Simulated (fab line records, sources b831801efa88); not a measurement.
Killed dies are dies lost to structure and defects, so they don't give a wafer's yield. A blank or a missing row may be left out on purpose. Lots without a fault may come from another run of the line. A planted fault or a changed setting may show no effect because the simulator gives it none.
Chamber matching | flow sky130 | SKY_VIA1_CMP_02 on cmp-01: 4 sister chambers
The step polishes SiO2. 4 wafers are shown with their chamber, then 10 later ones without.

WAFERS WITH THEIR CHAMBER
wafer  | chamber | motor_current_A (A)
L082.5 | 2       | 13.1
L086.1 | 3       | 11.2
L088.1 | 0       | 12.4
L088.4 | 1       | 10.9

WAFERS WITHOUT THEIR CHAMBER
wafer  | motor_current_A (A)
L088.5 | 11.2
L090.1 | 10.8
L090.5 | 12.4
L090.6 | 11.6
L096.1 | 11.5
L096.3 | 10.8
L096.5 | 11.5
L097.1 | 13.4
L097.2 | 11.0
L097.3 | 10.7

WHICH CHAMBER EACH WENT THROUGH
wafer  | from the rows above          | in truth
L088.5 | can't be placed: 3 or 1      | 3
L090.1 | can't be placed: 1 or 3      | 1
L090.5 | 0                            | 0
L090.6 | can't be placed: 3 or 1 or 0 | 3
L096.1 | can't be placed: 3 or 1      | 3
L096.3 | can't be placed: 1 or 3      | 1
L096.5 | can't be placed: 3 or 1      | 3
L097.1 | 2                            | 2
L097.2 | can't be placed: 1 or 3      | 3
L097.3 | can't be placed: 1 or 3      | 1
Placed correctly: 2 of 10. Can't be placed from these rows: 8 (the true chamber is among the candidates in 8). Placed wrongly: 0.
How it was worked out, from the rows above alone: a wafer's distance from a chamber is the root of the sum, over the readings, of the square of ((its reading less the chamber's mean) divided by the reading's scatter). The wafer belongs to the nearest chamber; if the next one is less than 2 further off, it can't be placed. A chamber's mean is the mean of its shown wafers. The scatter: with one shown wafer a chamber, the root of the mean of the squares of how far each hidden wafer lies from its nearest shown one.
